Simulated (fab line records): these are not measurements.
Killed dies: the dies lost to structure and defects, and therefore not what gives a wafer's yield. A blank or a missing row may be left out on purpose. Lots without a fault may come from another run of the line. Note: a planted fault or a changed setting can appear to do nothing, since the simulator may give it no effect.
Which tool was responsible? -- flow sky130 -- 14 lots, 42 wafers sampled, at 5 steps of a route of 708

WHAT THE GAUGES READ, wafer by wafer
SKY_POLY_GATE_THK_MEAS_01. Usual: POLY_GATE_CVD_00_THK 180.0 nm, standard deviation 1.9.
lot,measured,on,POLY_GATE_CVD_00_THK (nm),flag
L779,day 14 03:53,film-metro-02,179.7 178.9 179.9,
L782,day 15 14:36,film-metro-01,177.3 177.5 177.1,
L784,day 16 00:27,film-metro-03,183.0 180.7 178.6,
L786,day 16 17:58,film-metro-02,177.8 178.5 178.7,
L788,day 17 05:46,film-metro-03,179.3 180.9 178.3,
L789,day 17 16:14,film-metro-02,182.7 180.5 181.5,
L790,day 18 01:54,film-metro-01,182.2 182.1 181.5,
L791,day 19 09:22,film-metro-02,180.3 180.4 178.5,
L792,day 19 09:23,film-metro-03,179.4 179.8 180.0,
L793,day 19 21:01,film-metro-02,180.0 179.8 181.3,
L794,day 20 03:22,film-metro-01,177.9 177.9 177.9,
L795,day 20 04:33,film-metro-02,179.0 180.0 179.1,
L797,day 20 14:06,film-metro-01,177.3 178.1 178.1,
L801,day 22 01:57,film-metro-02,183.4 182.5 181.0,

SKY_POLY_GATE_OVL_MEAS_14. Usual: POLY_GATE_OVL -3 nm, standard deviation 5.
lot,measured,on,POLY_GATE_OVL (nm),flag
L779,day 16 12:27,overlay-02,-1 -6 -1,
L782,day 18 04:38,overlay-01,-4 -6 2,
L784,day 18 19:02,overlay-02,-1 -5 -2,
L786,day 19 06:33,overlay-02,-8 -7 -7,
L788,day 19 20:56,overlay-02,-2 -2 -9,
L789,day 20 07:50,overlay-01,-5 -1 -4,
L790,day 20 16:41,overlay-01,-7 -13 -3,
L791,day 22 00:53,overlay-02,-10 -5 -11,
L792,day 22 00:08,overlay-01,-1 6 2,
L793,day 22 11:50,overlay-02,1 4 8,
L794,day 22 17:50,overlay-01,2 -2 -3,
L795,day 22 19:08,overlay-01,6 6 5,
L797,day 23 04:35,overlay-02,-14 -4 -16,
L801,day 24 19:53,overlay-02,-2 -8 -4,

SKY_LDD_HVN_TW_MEAS_10. Usual: LDD_HVN_TW 1428, standard deviation 17.
lot,measured,on,LDD_HVN_TW,flag
L779,day 20 09:14,film-metro-03,1411 1402 1401,
L782,day 22 03:58,film-metro-01,1429 1432 1426,
L784,day 22 18:58,film-metro-01,1420 1429 1425,
L786,day 23 07:10,film-metro-01,1421 1435 1430,
L788,day 23 19:55,film-metro-01,1433 1428 1424,
L789,day 24 07:22,film-metro-01,1437 1437 1433,
L790,day 24 15:28,film-metro-03,1407 1412 1413,
L791,day 25 22:16,film-metro-02,1449 1444 1454,
L792,day 25 21:13,film-metro-03,1403 1406 1405,
L793,day 26 08:24,film-metro-03,1408 1405 1408,
L794,day 26 14:07,film-metro-03,1407 354 358,OFF
L795,day 26 15:36,film-metro-01,1438 1449 360,OFF
L797,day 27 00:40,film-metro-01,1433 1427 1429,
L801,day 28 15:55,film-metro-02,1454 1452 1445,

WHAT TOOL EACH LOT RAN ON (gives the tool, then ch and the chambers of the sampled wafers, and finally the start)
lot,SKY_RES_PROTECT_STRIP_07,SKY_LDD_HVN_DEVELOP_06
L779,"plasma-asher-02 ch 0,1, day 15 06:29","litho-track-02 ch 0, day 20 08:49"
L782,"plasma-asher-02 ch 0,1, day 16 18:48","litho-track-01 ch 0, day 22 03:34"
L784,"plasma-asher-02 ch 0,1, day 17 04:25","litho-track-01 ch 0, day 22 18:32"
L786,"plasma-asher-02 ch 0,1, day 17 22:21","litho-track-01 ch 0, day 23 06:46"
L788,"plasma-asher-04 ch 0,1, day 18 10:34","litho-track-02 ch 0, day 23 19:28"
L789,"plasma-asher-03 ch 0,1, day 18 22:37","litho-track-02 ch 0, day 24 06:57"
L790,"plasma-asher-03 ch 0, day 19 08:16","litho-track-03 ch 0, day 24 15:02"
L791,"plasma-asher-03 ch 0,1, day 20 15:22","litho-track-02 ch 0, day 25 21:49"
L792,"plasma-asher-04 ch 0,1, day 20 15:42","litho-track-01 ch 0, day 25 20:49"
L793,"plasma-asher-04 ch 0,1, day 21 03:40","litho-track-03 ch 0, day 26 07:58"
L794,"plasma-asher-04 ch 0,1, day 21 09:42","litho-track-03 ch 0, day 26 13:43"
L795,"plasma-asher-03 ch 0,1, day 21 10:49","litho-track-03 ch 0, day 26 15:10"
L797,"plasma-asher-04 ch 0,1, day 21 20:13","litho-track-01 ch 0, day 27 00:14"
L801,"plasma-asher-02 ch 0,1, day 23 08:16","litho-track-02 ch 0, day 28 15:28"
- SKY_RES_PROTECT_STRIP_07: strips in O2/N2.
- SKY_LDD_HVN_DEVELOP_06: develop time 60 s.

WHAT THE TOOLS THEMSELVES READ (means of the sampled wafers that have a number; where no wafer has one, the mark that the record gives instead)
SKY_RES_PROTECT_STRIP_07. Usual: drypump-motor-current-A 5.9 A, standard deviation 0.57; oes-product-au 0.517 a.u., standard deviation 0.0042; strip-time-to-endpoint-s 23.30 s, standard deviation 0.037.
lot,tool,drypump-motor-current-A (A),oes-product-au (a.u.),strip-time-to-endpoint-s (s),flag
L779,plasma-asher-02,5.7,0.518,23.27,
L782,plasma-asher-02,5.7,0.517,23.25,
L784,plasma-asher-02,5.7,0.523,23.28,
L786,plasma-asher-02,5.7,0.516,23.30,
L788,plasma-asher-04,6.7,0.515,23.31,
L789,plasma-asher-03,5.6,0.517,23.30,
L790,plasma-asher-03,4.9,0.517,23.24,
L791,plasma-asher-03,5.6,0.517,23.32,
L792,plasma-asher-04,6.7,0.518,23.36,
L793,plasma-asher-04,6.6,0.516,23.32,
L794,plasma-asher-04,6.6,0.519,23.28,
L795,plasma-asher-03,5.3,0.511,23.30,
L797,plasma-asher-04,6.7,0.517,23.29,
L801,plasma-asher-02,5.7,0.521,23.31,

THE ANSWER, worked out from the rows above alone
Rule: lot off if the mean of its wafers having a number is beyond 3 standard deviations from the usual mean. Also off: a lot with no number at a reading for which 4 or more lots have one. The other lots that the step has rows for count as sound. Order of review: gauges by route order, followed by the tools' own readings, for which a lot's mean as printed above is used. The first step at which some lot is off is used, and at that step the reading that is off furthest; a lot without a number counts as furthest.
Off: at SKY_LDD_HVN_TW_MEAS_10 (LDD_HVN_TW), L794, L795.
If a tool, at a process step before that reading, ran all the lots that are off and no sound lot after the first of them, it fits. Gauges at SKY_LDD_HVN_TW_MEAS_10: tried the same way as those tools. One candidate fits, namely litho-track-03 at SKY_LDD_HVN_DEVELOP_06. A fault onset in the window from L793 (day 26 07:58, its last sound lot) to L794 (day 26 13:43, its first lot off) fits.

WHAT WAS PUT IN BY THE SIMULATOR
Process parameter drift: litho-track-03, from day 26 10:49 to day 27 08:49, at SKY_LDD_HVN_DEVELOP_06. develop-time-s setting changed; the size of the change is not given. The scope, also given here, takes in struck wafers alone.
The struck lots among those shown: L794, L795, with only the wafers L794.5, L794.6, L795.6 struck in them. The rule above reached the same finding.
